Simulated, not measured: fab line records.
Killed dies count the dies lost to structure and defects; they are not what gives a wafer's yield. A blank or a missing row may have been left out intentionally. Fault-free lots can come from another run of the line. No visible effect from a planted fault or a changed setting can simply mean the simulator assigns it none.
The tool behind it: which one? :: flow gf180mcu :: 14 lots with 42 wafers sampled at 5 steps, on a route of 602 steps

WHAT THE GAUGES READ, wafer by wafer
GF_M4_THK_MEAS_06: measures by xrf. Usual: M4_ALCU_THK typically reads 448 nm, with standard deviation 5.
lot: L753
measured: day 22 09:50
on: film-metro-02
M4_ALCU_THK (nm): 442 443 441
flag: 

lot: L755
measured: day 23 04:45
on: film-metro-03
M4_ALCU_THK (nm): 454 453 453
flag: 

lot: L757
measured: day 24 01:16
on: film-metro-03
M4_ALCU_THK (nm): 454 450 450
flag: 

lot: L758
measured: day 24 08:53
on: film-metro-04
M4_ALCU_THK (nm): 453 451 447
flag: 

lot: L759
measured: day 24 12:38
on: film-metro-03
M4_ALCU_THK (nm): 454 457 458
flag: 

lot: L760
measured: day 24 21:22
on: film-metro-04
M4_ALCU_THK (nm): 455 452 454
flag: 

lot: L761
measured: day 25 17:15
on: film-metro-03
M4_ALCU_THK (nm): 450 451 447
flag: 

lot: L762
measured: day 25 17:57
on: film-metro-02
M4_ALCU_THK (nm): 444 440 446
flag: 

lot: L765
measured: day 26 20:16
on: film-metro-03
M4_ALCU_THK (nm): 443 443 443
flag: 

lot: L769
measured: day 27 18:02
on: film-metro-03
M4_ALCU_THK (nm): 447 442 441
flag: 

lot: L770
measured: day 27 23:17
on: film-metro-04
M4_ALCU_THK (nm): 447 444 447
flag: 

lot: L773
measured: day 29 01:19
on: film-metro-03
M4_ALCU_THK (nm): 450 452 449
flag: 

lot: L775
measured: day 29 11:04
on: film-metro-02
M4_ALCU_THK (nm): 446 442 444
flag: 

lot: L776
measured: day 29 19:05
on: film-metro-02
M4_ALCU_THK (nm): 441 440 448
flag: 

GF_V4_OVL_MEAS_15. Usual: V4_OVL typically reads 1 nm, with standard deviation 4.2.
lot: L753
measured: day 24 08:44
on: overlay-02
V4_OVL (nm): 7 7 4
flag: 

lot: L755
measured: day 25 03:11
on: overlay-02
V4_OVL (nm): -1 3 -2
flag: 

lot: L757
measured: day 25 22:26
on: overlay-01
V4_OVL (nm): 3 11 8
flag: 

lot: L758
measured: day 26 05:32
on: overlay-02
V4_OVL (nm): 2 -2 -2
flag: 

lot: L759
measured: day 26 09:17
on: overlay-02
V4_OVL (nm): -1 -2 8
flag: 

lot: L760
measured: day 26 16:32
on: overlay-01
V4_OVL (nm): -5 -6 -3
flag: 

lot: L761
measured: day 27 10:16
on: overlay-02
V4_OVL (nm): 2 -5 -6
flag: 

lot: L762
measured: day 27 12:44
on: overlay-02
V4_OVL (nm): 0 0 -4
flag: 

lot: L765
measured: day 28 13:47
on: overlay-01
V4_OVL (nm): 3 1 5
flag: 

lot: L769
measured: day 29 10:17
on: overlay-01
V4_OVL (nm): 8
flag: 

lot: L770
measured: day 29 15:35
on: overlay-02
V4_OVL (nm): 4 -2
flag: 

lot: L773
measured: day 30 16:11
on: overlay-02
V4_OVL (nm): -2 1 7
flag: 

lot: L775
measured: day 31 01:29
on: overlay-01
V4_OVL (nm): -1 -2 2
flag: 

lot: L776
measured: day 31 08:23
on: overlay-01
V4_OVL (nm): 0 1 6
flag: 

EACH LOT AND THE TOOL THAT RAN IT (in order: tool; ch and the chambers of the sampled wafers; start)
lot: L753
GF_M4_SPUTTER_00: pvd-sputter-01, day 22 09:30
GF_M4_METAL_ETCH_16: rie-metal-03 ch 0,1, day 23 08:28
GF_M4_STRIP_17: plasma-asher-03 ch 0,1, day 23 08:35

lot: L755
GF_M4_SPUTTER_00: pvd-sputter-04, day 23 04:25
GF_M4_METAL_ETCH_16: rie-metal-04 ch 0,1, day 24 03:16
GF_M4_STRIP_17: plasma-asher-02 ch 0,1, day 24 03:24

lot: L757
GF_M4_SPUTTER_00: pvd-sputter-02, day 24 00:55
GF_M4_METAL_ETCH_16: rie-metal-03 ch 0,1, day 24 22:58
GF_M4_STRIP_17: plasma-asher-03 ch 0,1, day 24 23:05

lot: L758
GF_M4_SPUTTER_00: pvd-sputter-02, day 24 08:33
GF_M4_METAL_ETCH_16: rie-metal-04 ch 0,1, day 25 07:31
GF_M4_STRIP_17: plasma-asher-02 ch 0,1, day 25 07:38

lot: L759
GF_M4_SPUTTER_00: pvd-sputter-02, day 24 12:16
GF_M4_METAL_ETCH_16: rie-metal-03 ch 0,1, day 25 10:36
GF_M4_STRIP_17: plasma-asher-03 ch 0,1, day 25 10:43

lot: L760
GF_M4_SPUTTER_00: pvd-sputter-04, day 24 21:01
GF_M4_METAL_ETCH_16: rie-metal-04 ch 0,1, day 25 18:31
GF_M4_STRIP_17: plasma-asher-02 ch 0,1, day 25 18:38

lot: L761
GF_M4_SPUTTER_00: pvd-sputter-02, day 25 16:55
GF_M4_METAL_ETCH_16: rie-metal-02 ch 0,1, day 26 13:31
GF_M4_STRIP_17: plasma-asher-03 ch 0,1, day 26 13:38

lot: L762
GF_M4_SPUTTER_00: pvd-sputter-01, day 25 17:35
GF_M4_METAL_ETCH_16: rie-metal-04 ch 0, day 26 14:30
GF_M4_STRIP_17: plasma-asher-03 ch 0,1, day 26 14:42

lot: L765
GF_M4_SPUTTER_00: pvd-sputter-01, day 26 19:56
GF_M4_METAL_ETCH_16: rie-metal-04 ch 0,1, day 27 16:31
GF_M4_STRIP_17: plasma-asher-02 ch 0,1, day 27 16:38

lot: L769
GF_M4_SPUTTER_00: pvd-sputter-02, day 27 17:41
GF_M4_METAL_ETCH_16: rie-metal-04 ch 0,1, day 28 13:34
GF_M4_STRIP_17: plasma-asher-03 ch 0,1, day 28 13:41

lot: L770
GF_M4_SPUTTER_00: pvd-sputter-01, day 27 22:56
GF_M4_METAL_ETCH_16: rie-metal-04 ch 0,1, day 28 18:22
GF_M4_STRIP_17: plasma-asher-02 ch 0, day 28 18:29

lot: L773
GF_M4_SPUTTER_00: pvd-sputter-01, day 29 00:59
GF_M4_METAL_ETCH_16: rie-metal-03 ch 0,1, day 29 20:25
GF_M4_STRIP_17: plasma-asher-03 ch 0,1, day 29 20:32

lot: L775
GF_M4_SPUTTER_00: pvd-sputter-01, day 29 10:43
GF_M4_METAL_ETCH_16: rie-metal-02 ch 1, day 30 06:13
GF_M4_STRIP_17: plasma-asher-03 ch 0,1, day 30 06:28

lot: L776
GF_M4_SPUTTER_00: pvd-sputter-02, day 29 18:43
GF_M4_METAL_ETCH_16: rie-metal-03 ch 1, day 30 13:33
GF_M4_STRIP_17: plasma-asher-01 ch 0,1, day 30 13:45
- GF_M4_SPUTTER_00: material Ti, target thk 37.5 nm, time 150 s.
- GF_M4_METAL_ETCH_16: etches the open film in Cl2/BCl3, stops on SiO2, target depth 750.8 nm, time 125.1 s.
- GF_M4_STRIP_17: strips in O2/N2.

WHAT THE TOOLS THEMSELVES READ (means of the sampled wafers that have a number; where no wafer has one, the mark that the record gives instead)
GF_M4_SPUTTER_00. Usual: substrate-temp-c 199.98 C, standard deviation 0.18; throttle-valve-pct 29.8 %, standard deviation 0.87.
lot: L753
tool: pvd-sputter-01
substrate-temp-c (C): 200.18
throttle-valve-pct (%): 29.6
flag: 

lot: L755
tool: pvd-sputter-04
substrate-temp-c (C): 200.04
throttle-valve-pct (%): 29.6
flag: 

lot: L757
tool: pvd-sputter-02
substrate-temp-c (C): 200.05
throttle-valve-pct (%): 29.4
flag: 

lot: L758
tool: pvd-sputter-02
substrate-temp-c (C): 200.02
throttle-valve-pct (%): 29.6
flag: 

lot: L759
tool: pvd-sputter-02
substrate-temp-c (C): 199.92
throttle-valve-pct (%): 29.5
flag: 

lot: L760
tool: pvd-sputter-04
substrate-temp-c (C): 200.06
throttle-valve-pct (%): 29.7
flag: 

lot: L761
tool: pvd-sputter-02
substrate-temp-c (C): 199.79
throttle-valve-pct (%): 29.9
flag: 

lot: L762
tool: pvd-sputter-01
substrate-temp-c (C): 200.12
throttle-valve-pct (%): 29.1
flag: 

lot: L765
tool: pvd-sputter-01
substrate-temp-c (C): 199.80
throttle-valve-pct (%): 29.8
flag: 

lot: L769
tool: pvd-sputter-02
substrate-temp-c (C): 199.98
throttle-valve-pct (%): 30.3
flag: 

lot: L770
tool: pvd-sputter-01
substrate-temp-c (C): 200.01
throttle-valve-pct (%): 29.9
flag: 

lot: L773
tool: pvd-sputter-01
substrate-temp-c (C): 199.95
throttle-valve-pct (%): 30.3
flag: 

lot: L775
tool: pvd-sputter-01
substrate-temp-c (C): 199.99
throttle-valve-pct (%): 29.7
flag: 

lot: L776
tool: pvd-sputter-02
substrate-temp-c (C): 200.15
throttle-valve-pct (%): 30.2
flag: 

GF_M4_METAL_ETCH_16. Usual: chamber-pressure-mTorr 7.999 mTorr, standard deviation 0.0081; drypump-motor-current-A 5.9 A, standard deviation 0.31; oes-product-au 0.991 a.u., standard deviation 0.0051; throttle-valve-pct 28.229 %, standard deviation 0.0098.
lot: L753
tool: rie-metal-03
chamber-pressure-mTorr (mTorr): 8.006
drypump-motor-current-A (A): 6.0
oes-product-au (a.u.): 0.993
throttle-valve-pct (%): 28.212
flag: 

lot: L755
tool: rie-metal-04
chamber-pressure-mTorr (mTorr): 7.999
drypump-motor-current-A (A): 6.1
oes-product-au (a.u.): 0.990
throttle-valve-pct (%): 28.229
flag: 

lot: L757
tool: rie-metal-03
chamber-pressure-mTorr (mTorr): 8.001
drypump-motor-current-A (A): 6.1
oes-product-au (a.u.): 0.990
throttle-valve-pct (%): 28.217
flag: 

lot: L758
tool: rie-metal-04
chamber-pressure-mTorr (mTorr): 8.001
drypump-motor-current-A (A): 6.1
oes-product-au (a.u.): 0.993
throttle-valve-pct (%): 28.228
flag: 

lot: L759
tool: rie-metal-03
chamber-pressure-mTorr (mTorr): 7.991
drypump-motor-current-A (A): 6.1
oes-product-au (a.u.): 0.987
throttle-valve-pct (%): 28.234
flag: 

lot: L760
tool: rie-metal-04
chamber-pressure-mTorr (mTorr): 7.996
drypump-motor-current-A (A): 6.1
oes-product-au (a.u.): 0.992
throttle-valve-pct (%): 28.234
flag: 

lot: L761
tool: rie-metal-02
chamber-pressure-mTorr (mTorr): 8.001
drypump-motor-current-A (A): 5.8
oes-product-au (a.u.): 0.991
throttle-valve-pct (%): 28.229
flag: 

lot: L762
tool: rie-metal-04
chamber-pressure-mTorr (mTorr): 8.005
drypump-motor-current-A (A): 5.5
oes-product-au (a.u.): 0.993
throttle-valve-pct (%): 28.221
flag: 

lot: L765
tool: rie-metal-04
chamber-pressure-mTorr (mTorr): 7.996
drypump-motor-current-A (A): 5.8
oes-product-au (a.u.): 0.990
throttle-valve-pct (%): 28.225
flag: 

lot: L769
tool: rie-metal-04
chamber-pressure-mTorr (mTorr): 7.994
drypump-motor-current-A (A): 6.0
oes-product-au (a.u.): 0.865
throttle-valve-pct (%): 28.369
flag: OFF

lot: L770
tool: rie-metal-04
chamber-pressure-mTorr (mTorr): 8.004
drypump-motor-current-A (A): 5.8
oes-product-au (a.u.): 0.933
throttle-valve-pct (%): 28.299
flag: OFF

lot: L773
tool: rie-metal-03
chamber-pressure-mTorr (mTorr): 8.005
drypump-motor-current-A (A): 5.9
oes-product-au (a.u.): 0.990
throttle-valve-pct (%): 28.233
flag: 

lot: L775
tool: rie-metal-02
chamber-pressure-mTorr (mTorr): 7.988
drypump-motor-current-A (A): 5.9
oes-product-au (a.u.): 0.990
throttle-valve-pct (%): 28.235
flag: 

lot: L776
tool: rie-metal-03
chamber-pressure-mTorr (mTorr): 8.001
drypump-motor-current-A (A): 5.8
oes-product-au (a.u.): 0.995
throttle-valve-pct (%): 28.228
flag: 

GF_M4_STRIP_17. Usual: value, then standard deviation, for each; chamber-pressure-mTorr 1500.2 mTorr / 1.4; drypump-motor-current-A 5.7 A / 0.33; heater-power-w 336 W / 15; o2-flow-sccm 2999 sccm / 10; oes-product-au 0.538 a.u. / 0.0051; platen-temp-c 250.01 C / 0.18; strip-time-to-endpoint-s 7.38 s / 0.042.
lot: L753
tool: plasma-asher-03
chamber-pressure-mTorr (mTorr): 1500.3
drypump-motor-current-A (A): 5.5
heater-power-w (W): 335
o2-flow-sccm (sccm): 2998
oes-product-au (a.u.): 0.536
platen-temp-c (C): 249.96
strip-time-to-endpoint-s (s): 7.36
flag: 

lot: L755
tool: plasma-asher-02
chamber-pressure-mTorr (mTorr): 1499.2
drypump-motor-current-A (A): 5.9
heater-power-w (W): 340
o2-flow-sccm (sccm): 3003
oes-product-au (a.u.): 0.534
platen-temp-c (C): 250.12
strip-time-to-endpoint-s (s): 7.39
flag: 

lot: L757
tool: plasma-asher-03
chamber-pressure-mTorr (mTorr): 1500.0
drypump-motor-current-A (A): 5.6
heater-power-w (W): 334
o2-flow-sccm (sccm): 2994
oes-product-au (a.u.): 0.536
platen-temp-c (C): 249.87
strip-time-to-endpoint-s (s): 7.36
flag: 

lot: L758
tool: plasma-asher-02
chamber-pressure-mTorr (mTorr): 1499.8
drypump-motor-current-A (A): 6.1
heater-power-w (W): 329
o2-flow-sccm (sccm): 2998
oes-product-au (a.u.): 0.539
platen-temp-c (C): 249.89
strip-time-to-endpoint-s (s): 7.37
flag: 

lot: L759
tool: plasma-asher-03
chamber-pressure-mTorr (mTorr): 1499.7
drypump-motor-current-A (A): 5.5
heater-power-w (W): 337
o2-flow-sccm (sccm): 2994
oes-product-au (a.u.): 0.538
platen-temp-c (C): 249.99
strip-time-to-endpoint-s (s): 7.38
flag: 

lot: L760
tool: plasma-asher-02
chamber-pressure-mTorr (mTorr): 1501.4
drypump-motor-current-A (A): 5.9
heater-power-w (W): 344
o2-flow-sccm (sccm): 3003
oes-product-au (a.u.): 0.536
platen-temp-c (C): 250.07
strip-time-to-endpoint-s (s): 7.37
flag: 

lot: L761
tool: plasma-asher-03
chamber-pressure-mTorr (mTorr): 1498.9
drypump-motor-current-A (A): 5.5
heater-power-w (W): 338
o2-flow-sccm (sccm): 2988
oes-product-au (a.u.): 0.539
platen-temp-c (C): 249.99
strip-time-to-endpoint-s (s): 7.34
flag: 

lot: L762
tool: plasma-asher-03
chamber-pressure-mTorr (mTorr): 1499.7
drypump-motor-current-A (A): 5.6
heater-power-w (W): 338
o2-flow-sccm (sccm): 3005
oes-product-au (a.u.): 0.537
platen-temp-c (C): 249.90
strip-time-to-endpoint-s (s): 7.30
flag: 

lot: L765
tool: plasma-asher-02
chamber-pressure-mTorr (mTorr): 1499.3
drypump-motor-current-A (A): 6.2
heater-power-w (W): 327
o2-flow-sccm (sccm): 3004
oes-product-au (a.u.): 0.535
platen-temp-c (C): 250.11
strip-time-to-endpoint-s (s): 7.36
flag: 

lot: L769
tool: plasma-asher-03
chamber-pressure-mTorr (mTorr): 1501.6
drypump-motor-current-A (A): 5.6
heater-power-w (W): 332
o2-flow-sccm (sccm): 3003
oes-product-au (a.u.): 0.563
platen-temp-c (C): 250.05
strip-time-to-endpoint-s (s): 7.99
flag: OFF

lot: L770
tool: plasma-asher-02
chamber-pressure-mTorr (mTorr): 1499.7
drypump-motor-current-A (A): 6.4
heater-power-w (W): 316
o2-flow-sccm (sccm): 3003
oes-product-au (a.u.): 0.554
platen-temp-c (C): 250.22
strip-time-to-endpoint-s (s): 7.70
flag: OFF

lot: L773
tool: plasma-asher-03
chamber-pressure-mTorr (mTorr): 1501.1
drypump-motor-current-A (A): 5.5
heater-power-w (W): 340
o2-flow-sccm (sccm): 3007
oes-product-au (a.u.): 0.535
platen-temp-c (C): 249.98
strip-time-to-endpoint-s (s): 7.40
flag: 

lot: L775
tool: plasma-asher-03
chamber-pressure-mTorr (mTorr): 1500.3
drypump-motor-current-A (A): 5.6
heater-power-w (W): 336
o2-flow-sccm (sccm): 2992
oes-product-au (a.u.): 0.540
platen-temp-c (C): 249.86
strip-time-to-endpoint-s (s): 7.47
flag: 

lot: L776
tool: plasma-asher-01
chamber-pressure-mTorr (mTorr): 1500.1
drypump-motor-current-A (A): 5.8
heater-power-w (W): 346
o2-flow-sccm (sccm): 2996
oes-product-au (a.u.): 0.537
platen-temp-c (C): 250.12
strip-time-to-endpoint-s (s): 7.39
flag: 

THE ANSWER, worked out from the rows above alone
Rule: a lot is off if the mean of its wafers that have a number lies more than 3 standard deviations from the usual mean. Also off: a lot with no number at a reading for which 4 or more lots have one. Where the step has rows for the other lots, those lots are counted as sound. Order of review: gauges by route order, followed by the tools' own readings, for which a lot's mean as printed above is used. The first step at which some lot is off is used, and at that step the reading that is off furthest; a lot without a number counts as furthest.
Off at GF_M4_METAL_ETCH_16 (oes-product-au): L769, L770.
If a tool, at that step or one of the process steps before it, ran each lot that is off and ran no sound lot following the first of them, it fits. One fits: GF_M4_METAL_ETCH_16 on rie-metal-04. Its last sound lot is L765 (day 27 16:31), its first lot that is off L769 (day 28 13:34): a fault that began between those two fits.
The tool's own readings at GF_M4_METAL_ETCH_16 bear it out: on the lots that are off they differ by more than 5 times the standard deviation of the sound lots' means. oes-product-au reads 0.899 a.u. there against 0.991 a.u. on the sound lots; throttle-valve-pct reads 28.334 % there against 28.227 % on the sound lots.

WHAT WAS PUT IN BY THE SIMULATOR
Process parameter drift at GF_M4_METAL_ETCH_16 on rie-metal-04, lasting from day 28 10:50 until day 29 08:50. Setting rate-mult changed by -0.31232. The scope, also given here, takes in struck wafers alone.
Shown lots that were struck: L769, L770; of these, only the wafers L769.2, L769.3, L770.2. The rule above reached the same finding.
